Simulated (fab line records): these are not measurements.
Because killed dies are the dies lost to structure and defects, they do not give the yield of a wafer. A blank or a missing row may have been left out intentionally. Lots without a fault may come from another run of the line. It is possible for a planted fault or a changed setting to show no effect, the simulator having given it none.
fab line records	flow sky130
record: lots: 10	wafers: 30	lastDay: 50
route steps=708 shown CONTACT@430 METAL1@434 METAL3@536 CAPM@539
lots untouched by any fault: they come from a run of this same line in which no faults occurred
startH: hours from the record's opening day to when the first of the lot's shown wafers began	waitH: hours from the lot's prior step to this one	" unchanged from the row above	L1.1+2: one row covering several wafers at once	- value missing, or start not given	* or withheld: withheld	< > ~ a bound
route shown NAME@n: NAME is a module with steps in the file, n the number in the route of the first one	usual: average and standard deviation across the fault-free wafers	same: alike in all rows	chamber/n: place in a boat	sites: readings site by site	_std_site: standard deviation of those values	_edge_site: the outer-site mean with the inner-site mean subtracted	radiusMm: for every site, how far away it sits from the centre of the wafer	mask NAME#n: copy n	behind: the tool/chamber that last shaped the wafer	hold: what put the lot on hold/how long, in hours/how the hold closed	device: names the non-switching transistor (n, p or np)	end of line: the same wafers' tests at the end of the route	step lacking rows: just its recipe	killed: dies lost to structure and defects at the first sort, not the wafer's yield	map: a wafer's dies, x killed, . not, _ none there
set.NAME: the setting that was run; set.NAME@STEP: the one run at that earlier step	model.NAME: the simulator's own value behind a step, which no gauge read
steps of the route over a sample of lots; a table a step, a row a wafer
services: a tool's chamber out of use, with start hour (startH, from the record's first day; less than 0 if before it), hours out, and reason
== steps ==
step: SKY_CONTACT_CVD_24
recipe: material: W	targetThkNm: 340	timeS: 102.12	tempC: 400	pressureTorr: 40
usual: heaterPowerW: 903/71
lot.wafer	tool	chamber	startH	waitH	heaterPowerW
L320.1	cvdW-01	1	758.29	0.0	810
L320.4	"	1	"	"	827
L320.6	"	0	"	"	849
L322.4	cvdW-01	0	768.55	0.1	868
L322.5	"	1	"	"	833
L322.6	"	0	"	"	862
L321.1	cvdW-01	0	770.94	0.0	866
L321.2	"	1	"	"	802
L321.5	"	1	"	"	836
L323.1	cvdW-02	1	779.28	0.0	907
L323.4	"	1	"	"	942
L323.5	"	1	"	"	924
L332.2	cvdW-02	1	849.47	0.0	937
L332.4	"	1	"	"	934
L332.5	"	1	"	"	954
L335.2	cvdW-01	1	867.50	0.0	830
L335.3	"	1	"	"	815
L335.6	"	0	"	"	884
L337.1	cvdW-02	0	883.22	0.0	1022
L337.3	"	0	"	"	1005
L337.4	"	1	"	"	938
L338.2	cvdW-02	1	885.91	0.0	912
L338.3	"	1	"	"	940
L338.6	"	1	"	"	928
L339.1	cvdW-01	1	888.77	0.0	826
L339.3	"	1	"	"	823
L339.5	"	0	"	"	871
L341.1	cvdW-01	1	908.29	0.0	826
L341.2	"	0	"	"	874
L341.3	"	1	"	"	823
step: SKY_METAL1_SPUTTER_00
recipe: material: Ti	targetThkNm: 15	powerW: 3000	timeS: 10	chamberPressurePa: 0.4
usual: cathodeDcPowerW: 3000.0/0.48	throttleValvePct: 29.8/0.8
lot.wafer	tool	chamber	startH	waitH	cathodeDcPowerW	throttleValvePct
L320.1	pvdSputter-04	-	758.88	0.1	3001.1	30.7
L320.4	"	-	"	"	2999.1	29.4
L320.6	"	-	"	"	2999.9	30.7
L322.4	pvdSputter-04	-	769.10	0.2	3000.5	31.0
L322.5	"	-	"	"	2999.9	30.9
L322.6	"	-	"	"	2999.9	31.2
L321.1	pvdSputter-04	-	771.53	0.1	3000.0	29.2
L321.2	"	-	"	"	3000.1	30.7
L321.5	"	-	"	"	3000.2	30.8
L323.1	pvdSputter-02	-	779.87	0.2	3000.4	29.1
L323.4	"	-	"	"	2999.3	29.3
L323.5	"	-	"	"	3000.7	29.7
L332.2	pvdSputter-02	-	850.06	0.1	3000.2	29.2
L332.4	"	-	"	"	2999.5	28.9
L332.5	"	-	"	"	3000.4	29.9
L335.2	pvdSputter-02	-	868.09	0.2	2999.4	28.8
L335.3	"	-	"	"	2999.5	29.6
L335.6	"	-	"	"	2999.9	28.9
L337.1	pvdSputter-02	-	883.81	0.2	3000.6	29.0
L337.3	"	-	"	"	2999.7	29.9
L337.4	"	-	"	"	3000.0	29.2
L338.2	pvdSputter-02	-	886.50	0.2	2999.9	29.3
L338.3	"	-	"	"	2999.0	29.9
L338.6	"	-	"	"	3000.0	29.6
L339.1	pvdSputter-02	-	889.36	0.1	2999.4	29.1
L339.3	"	-	"	"	2999.7	30.1
L339.5	"	-	"	"	3000.1	29.4
L341.1	pvdSputter-02	-	908.94	0.1	3000.2	29.7
L341.2	"	-	"	"	3000.5	29.2
L341.3	"	-	"	"	2999.3	28.8
step: SKY_METAL3_SPUTTER_04
recipe: material: TiN	targetThkNm: 70	powerW: 6500	timeS: 58.3	chamberPressurePa: 0.4
usual: cathodeDcPowerW: 6499.9/1.1	throttleValvePct: 29.8/0.8
lot.wafer	tool	chamber	startH	waitH	cathodeDcPowerW	throttleValvePct
L320.1	pvdSputter-04	-	869.58	0.0	6498.3	31.1
L320.4	"	-	"	"	6501.4	30.6
L320.6	"	-	"	"	6497.9	29.4
L322.4	pvdSputter-02	-	881.12	0.0	6500.4	29.5
L322.5	"	-	"	"	6498.4	29.3
L322.6	"	-	"	"	6499.7	29.4
L321.1	pvdSputter-02	-	882.55	0.0	6500.9	29.6
L321.2	"	-	"	"	6500.9	29.2
L321.5	"	-	"	"	6498.7	29.3
L323.1	pvdSputter-02	-	890.90	0.0	6501.0	29.6
L323.4	"	-	"	"	6499.3	28.9
L323.5	"	-	"	"	6500.9	29.1
L332.2	pvdSputter-04	-	954.52	0.0	6498.1	31.0
L332.4	"	-	"	"	6498.5	30.5
L332.5	"	-	"	"	6501.6	30.8
L335.2	pvdSputter-04	-	975.28	0.0	6500.1	30.3
L335.3	"	-	"	"	6499.9	29.3
L335.6	"	-	"	"	6500.2	30.8
L337.1	pvdSputter-04	-	991.34	0.0	6500.6	29.1
L337.3	"	-	"	"	6500.1	31.0
L337.4	"	-	"	"	6498.8	30.6
L338.2	pvdSputter-02	-	993.56	0.0	6498.2	29.8
L338.3	"	-	"	"	6499.2	29.2
L338.6	"	-	"	"	6502.0	29.9
L339.1	pvdSputter-04	-	993.85	0.0	6500.2	29.2
L339.3	"	-	"	"	6500.3	31.0
L339.5	"	-	"	"	6499.1	30.6
L341.1	pvdSputter-02	-	1011.30	0.0	6498.1	28.9
L341.2	"	-	"	"	6498.7	29.1
L341.3	"	-	"	"	6498.7	29.4
step: SKY_CAPM_SPUTTER_02
recipe: material: TiN	targetThkNm: 200	tempC: 300	powerW: 6500	timeS: 166.7	chamberPressurePa: 0.4
usual: cathodeDcPowerW: 6500.1/1.1	throttleValvePct: 30.6/0.93
lot.wafer	tool	chamber	startH	waitH	cathodeDcPowerW	throttleValvePct
L320.1	pvdSputter-03	-	869.71	0.1	6500.3	30.7
L320.4	"	-	"	"	6499.9	30.8
L320.6	"	-	"	"	6501.6	31.5
L322.4	pvdSputter-03	-	881.26	0.0	6499.0	31.7
L322.5	"	-	"	"	6500.3	31.5
L322.6	"	-	"	"	6500.0	31.5
L321.1	pvdSputter-03	-	882.68	0.1	6500.6	30.8
L321.2	"	-	"	"	6500.4	31.4
L321.5	"	-	"	"	6499.9	31.7
L323.1	pvdSputter-04	-	891.03	0.1	6499.3	31.0
L323.4	"	-	"	"	6501.7	30.9
L323.5	"	-	"	"	6499.8	28.9
L332.2	pvdSputter-03	-	954.66	0.0	6499.4	30.7
L332.4	"	-	"	"	6502.6	31.6
L332.5	"	-	"	"	6500.0	31.4
L335.2	pvdSputter-03	-	975.42	0.0	5110.4	31.6
L335.3	"	-	"	"	5107.6	30.4
L335.6	"	-	"	"	5110.1	31.7
L337.1	pvdSputter-03	-	991.47	0.1	5107.8	31.7
L337.3	"	-	"	"	5108.7	31.8
L337.4	"	-	"	"	5110.3	30.6
L338.2	pvdSputter-02	-	993.86	0.0	6499.0	29.3
L338.3	"	-	"	"	6501.4	29.6
L338.6	"	-	"	"	6497.0	29.4
L339.1	pvdSputter-04	-	993.98	0.1	6499.6	29.2
L339.3	"	-	"	"	6501.2	30.5
L339.5	"	-	"	"	6499.7	29.1
L341.1	pvdSputter-04	-	1011.44	0.1	6498.7	30.7
L341.2	"	-	"	"	6501.1	30.6
L341.3	"	-	"	"	6501.6	29.0
step: SKY_CAPM_RS_MEAS_03
recipe: thkMeasGauge: four-point-probe	reads: TiN_of_CAPM_SPUTTER_02
usual: CAPM_TIN_RS: 6.89/0.069
lot.wafer	tool	chamber	startH	waitH	CAPM_TIN_RS[ohm/sq]
L320.1	filmMetro-04	-	869.82	0.1	6.90
L320.4	"	-	"	"	6.87
L320.6	"	-	"	"	6.97
L322.4	filmMetro-02	-	881.42	0.1	6.88
L322.5	"	-	"	"	6.88
L322.6	"	-	"	"	6.84
L321.1	filmMetro-02	-	882.79	0.1	6.86
L321.2	"	-	"	"	6.87
L321.5	"	-	"	"	6.88
L323.1	filmMetro-02	-	891.14	0.1	6.81
L323.4	"	-	"	"	6.86
L323.5	"	-	"	"	6.81
L332.2	filmMetro-01	-	954.78	0.1	6.80
L332.4	"	-	"	"	6.74
L332.5	"	-	"	"	6.79
L335.2	filmMetro-04	-	975.54	0.1	9.04
L335.3	"	-	"	"	8.99
L335.6	"	-	"	"	8.96
L337.1	filmMetro-01	-	991.58	0.1	9.05
L337.3	"	-	"	"	8.88
L337.4	"	-	"	"	8.88
L338.2	filmMetro-01	-	994.00	0.1	6.75
L338.3	"	-	"	"	6.88
L338.6	"	-	"	"	6.76
L339.1	filmMetro-01	-	994.16	0.1	6.93
L339.3	"	-	"	"	6.87
L339.5	"	-	"	"	6.92
L341.1	filmMetro-02	-	1011.55	0.1	6.96
L341.2	"	-	"	"	6.88
L341.3	"	-	"	"	6.88
step: SKY_CAPM_THK_MEAS_04
recipe: thkMeasGauge: xrf	reads: TiN_of_CAPM_SPUTTER_02
usual: CAPM_TIN_THK: 200.7/2.2
lot.wafer	tool	chamber	startH	waitH	CAPM_TIN_THK[nm]
L320.1	filmMetro-04	-	869.94	0.1	201.1
L320.4	"	-	"	"	201.3
L320.6	"	-	"	"	197.8
L322.4	filmMetro-02	-	881.51	0.1	203.1
L322.5	"	-	"	"	203.6
L322.6	"	-	"	"	204.1
L321.1	filmMetro-02	-	882.91	0.1	203.6
L321.2	"	-	"	"	204.7
L321.5	"	-	"	"	202.9
L323.1	filmMetro-02	-	891.26	0.1	204.3
L323.4	"	-	"	"	201.7
L323.5	"	-	"	"	203.9
L332.2	filmMetro-01	-	954.89	0.1	201.3
L332.4	"	-	"	"	202.9
L332.5	"	-	"	"	200.6
L335.2	filmMetro-04	-	975.65	0.1	154.5
L335.3	"	-	"	"	155.3
L335.6	"	-	"	"	155.8
L337.1	filmMetro-01	-	991.70	0.1	152.6
L337.3	"	-	"	"	156.3
L337.4	"	-	"	"	155.6
L338.2	filmMetro-01	-	994.11	0.1	203.9
L338.3	"	-	"	"	199.5
L338.6	"	-	"	"	203.0
L339.1	filmMetro-01	-	994.28	0.1	198.8
L339.3	"	-	"	"	200.1
L339.5	"	-	"	"	198.3
L341.1	filmMetro-02	-	1011.67	0.1	199.5
L341.2	"	-	"	"	200.4
L341.3	"	-	"	"	202.8
step: SKY_CAPM_METAL_ETCH_13
recipe: targetDepthNm: 220	stopOn: SiO2	chemistry: Cl2/BCl3	target: TiN	pressureMtorr: 10	icpW: 900	biasW: 48.5	Cl2_flow_sccm: 60	bcl3FlowSccm: 30	timeS: 62.9
usual: drypumpMotorCurrentA: 5.8/0.56	oesProductAu: 0.943/0.007	throttleValvePct: 21.901/0.0099
lot.wafer	tool	chamber	startH	waitH	drypumpMotorCurrentA	oesProductAu	rfHoursCounterH	throttleValvePct
L320.1	rieMetal-02	0	894.44	0.0	6.4	0.939	12	21.904
L320.4	"	1	"	"	5.5	0.942	-	21.893
L320.6	"	0	"	"	6.3	0.933	-	21.901
L322.4	rieMetal-01	0	906.86	0.0	4.9	0.941	-	21.904
L322.5	"	1	"	"	5.7	0.952	-	21.910
L322.6	"	0	"	"	4.9	0.937	-	21.876
L321.1	rieMetal-04	0	907.95	0.0	6.5	0.944	13	21.878
L321.2	"	1	"	"	6.0	0.942	5	21.895
L321.5	"	1	"	"	6.0	0.951	-	21.901
L323.1	rieMetal-04	0	916.10	0.0	6.5	0.952	14	21.886
L323.4	"	1	"	"	6.0	0.944	-	21.904
L323.5	"	0	"	"	6.5	0.948	-	21.900
L332.2	rieMetal-01	0	978.49	0.0	4.9	0.954	11	21.894
L332.4	"	1	"	"	5.7	0.955	-	21.896
L332.5	"	1	"	"	5.7	0.954	-	21.912
L335.2	rieMetal-04	1	999.23	0.0	5.9	0.811	10	21.988
L335.3	"	1	"	"	6.0	0.811	-	21.970
L335.6	"	0	"	"	6.4	0.817	-	21.995
L337.1	rieMetal-02	1	1013.05	0.0	5.5	0.808	7	22.003
L337.3	"	1	"	"	5.5	0.816	-	21.983
L337.4	"	0	"	"	6.3	0.816	-	21.973
L338.2	rieMetal-01	1	1017.24	0.0	5.7	0.958	15	21.908
L338.3	"	0	"	"	4.8	0.944	-	21.895
L338.6	"	0	"	"	4.9	0.952	-	21.905
L339.1	rieMetal-02	1	1017.33	0.0	5.5	0.940	8	21.913
L339.3	"	1	"	"	5.4	0.945	-	21.907
L339.5	"	0	"	"	6.4	0.937	-	21.911
L341.1	rieMetal-01	1	1034.60	0.0	5.7	0.931	17	21.887
L341.2	"	0	"	"	4.9	0.945	15	21.904
L341.3	"	0	"	"	4.9	0.944	-	21.919
== services ==
tool	chamber	startH	hours	kind
cvdW-02	0	745.17	13.4	repair
pvdSputter-02	-	763.99	2.8	repair
rieMetal-04	-	828.11	2.8	pm
pvdSputter-04	2	830.43	-	consumableReplace:kit
pvdSputter-04	2	830.43	18.0	scheduledDown
pvdSputter-04	2	830.43	18.0	ventCycle
pvdSputter-03	-	830.85	1.2	repair
rieMetal-02	-	870.06	1.5	repair
pvdSputter-03	-	871.82	5.3	repair
cvdW-02	-	904.00	14.0	pm
cvdW-02	0	904.00	14.0	ventCycle
rieMetal-01	-	912.37	2.8	pm
rieMetal-01	-	920.22	0.5	repair
pvdSputter-03	-	940.61	5.2	repair
pvdSputter-02	1	941.48	-	consumableReplace:kit
pvdSputter-02	1	941.48	18.0	scheduledDown
pvdSputter-02	1	941.48	18.0	ventCycle
pvdSputter-03	-	944.92	1.8	repair
cvdW-02	0	1000.98	6.5	repair
cvdW-01	-	1009.37	6.9	pm
pvdSputter-03	1	1016.21	-	consumableReplace:kit
pvdSputter-03	1	1016.21	18.0	scheduledDown
pvdSputter-03	1	1016.21	18.0	ventCycle
cvdW-02	-	1016.27	2.8	pm
== key ==
firstSign: step: SKY_CAPM_SPUTTER_02	reading: cathodeDcPowerW	direction: down	sigmas: 99+	usual: 6500.1	struck: 5109.1
effect: step: SKY_CAPM_RS_MEAS_03	reading: CAPM_TIN_RS	direction: up	sigmas: 30	usual: 6.89	struck: 8.97
effect: step: SKY_CAPM_THK_MEAS_04	reading: CAPM_TIN_THK	direction: down	sigmas: 21	usual: 200.7	struck: 155.0
effect: step: SKY_CAPM_METAL_ETCH_13	reading: oesProductAu	direction: down	sigmas: 18	usual: 0.943	struck: 0.813
metAt SKY_CAPM_SPUTTER_02
struckLots L335,L337
notActingAt SKY_CONTACT_CVD_24,SKY_METAL1_SPUTTER_00,SKY_METAL3_SPUTTER_04
onsetBetween 954.66 975.42
fault: kind: processParameterDrift	tool: pvdSputter-03	chamber: -	onsetH: 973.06	steps: SKY_CAPM_SPUTTER_02	channel: powerW	offset: *	shape: step	endH: 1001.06	actsIn: *	stated: *
